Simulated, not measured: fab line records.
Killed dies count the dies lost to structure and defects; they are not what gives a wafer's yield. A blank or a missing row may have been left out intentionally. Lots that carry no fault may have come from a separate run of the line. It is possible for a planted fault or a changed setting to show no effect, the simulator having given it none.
Which tool is to blame? | flow sky130 | 15 lots with 45 wafers sampled at 3 steps, on a route of 708 steps

WHAT THE GAUGES READ, wafer by wafer
SKY_PWDE_OVL_MEAS_07.
lot  | measured    | on         | PWDE_OVL (nm)
L823 | day 3 20:58 | overlay-01 | -0.6 -1.0 0.2
L824 | day 4 07:28 | overlay-02 | -1.4 -1.8 -0.2
L825 | day 4 09:20 | overlay-01 | -2.4 1.3 -2.1
L828 | day 5 03:58 | overlay-01 | -0.6 1.0 -0.3
L830 | day 5 16:23 | overlay-02 | 1.0 0.2 1.1
L831 | day 5 19:29 | overlay-02 | 0.5 1.1 1.2
L834 | day 6 11:07 | overlay-02 | -0.7 -0.4 -0.2
L835 | day 6 17:52 | overlay-01 | 2.9 2.6 1.6
L836 | day 6 19:34 | overlay-01 | -3.9 -2.5 -1.5
L840 | day 7 18:28 | overlay-01 | 2.2 -2.0 -0.6
L841 | day 8 00:16 | overlay-02 | 0.2 0.5 0.5
L842 | day 8 06:16 | overlay-01 | -1.3 -3.2 -2.2
L843 | day 8 11:22 | overlay-02 | -1.5 0.0 -1.9
L844 | day 8 17:13 | overlay-02 | -0.7 -0.5 -0.2
L845 | day 9 01:07 | overlay-02 | -0.5 -1.1 -0.5

SKY_VT_ADJUST_LVTN_TW_MEAS_21.
lot  | measured     | on            | VT_ADJUST_LVTN_2_TW
L823 | day 7 15:04  | film-metro-03 | 191.4 190.8 191.6
L824 | day 8 05:17  | film-metro-04 | 190.0 188.2 189.3
L825 | day 8 08:27  | film-metro-01 | 190.8 190.8 190.9
L828 | day 9 07:05  | film-metro-03 | 190.3 190.2 190.4
L830 | day 9 19:56  | film-metro-03 | 191.1 191.7 191.2
L831 | day 10 00:25 | film-metro-04 | 189.3 190.1 190.4
L834 | day 10 18:52 | film-metro-01 | 190.1 190.3 189.7
L835 | day 11 03:10 | film-metro-03 | 190.7 190.3 190.8
L836 | day 11 05:44 | film-metro-04 | 190.8 189.8 189.9
L840 | day 12 09:38 | film-metro-03 | 190.3 188.4 189.1
L841 | day 12 17:58 | film-metro-04 | 189.5 189.7 189.6
L842 | day 13 00:55 | film-metro-04 | 191.0 191.3 190.9
L843 | day 13 07:20 | film-metro-01 | 190.6 190.8 190.5
L844 | day 13 14:32 | film-metro-03 | 190.5 191.2 190.7
L845 | day 14 00:34 | film-metro-01 | 190.9 189.1 189.2

SKY_VT_ADJUST_NCORE_CD_MEAS_07: the cd target is 380 nm.
lot  | measured     | on        | cd-nm (nm)
L823 | day 8 11:19  | cd-sem-01 | 382 384 384
L824 | day 9 01:43  | cd-sem-01 | 380 376 376
L825 | day 9 04:52  | cd-sem-02 | 378 377 378
L828 | day 10 02:23 | cd-sem-01 | 374 379 376
L830 | day 10 17:29 | cd-sem-02 | 383 384 383
L831 | day 10 22:16 | cd-sem-02 | 380 382 379
L834 | day 11 18:46 | cd-sem-01 | 379 379 381
L835 | day 12 03:38 | cd-sem-01 | 377 378 376
L836 | day 12 06:53 | cd-sem-01 | 382 385 382
L840 | day 13 11:23 | cd-sem-01 | 384 381 385
L841 | day 13 19:01 | cd-sem-01 | 374 375 375
L842 | day 14 02:01 | cd-sem-01 | 381 381 382
L843 | day 14 08:04 | cd-sem-02 | 384 381 380
L844 | day 14 14:58 | cd-sem-02 | 378 378 379
L845 | day 15 02:31 | cd-sem-02 | 387 385 384

TOOL THAT RAN EACH LOT (tool first, then ch and the chambers of the sampled wafers, then the start)
There is no process step in the record ahead of these readings.

WHAT THE TOOLS THEMSELVES READ (means of the sampled wafers that have a number; where no wafer has one, the mark that the record gives instead)
The record holds no such reading with a usual standard deviation.

THE ANSWER, worked out from the rows above alone
Rule: the lots themselves supply what counts as usual. Put in order of their means at a reading, lots are off if they are a third of the lots or fewer, leave a main group of 4 or more, and stand apart from it by a gap of 3 or more times the standard deviation of the main group's means; of several such gaps the widest counts. Not used: any main group whose means are identical at the precision the tables above print for the reading. A lot without any number at a reading at which 4 lots or more have one is off too. The other lots that the step has rows for count as sound. After the gauges, taken in route order, come the tools' own readings; for these a lot's mean is taken, as printed above. The first step at which some lot is off is used, and at that step the reading that is off furthest; a lot without a number counts as furthest.
No lot is off on any of the readings shown, so nothing can be concluded from this.

WHAT THE SIMULATOR HAD INSERTED
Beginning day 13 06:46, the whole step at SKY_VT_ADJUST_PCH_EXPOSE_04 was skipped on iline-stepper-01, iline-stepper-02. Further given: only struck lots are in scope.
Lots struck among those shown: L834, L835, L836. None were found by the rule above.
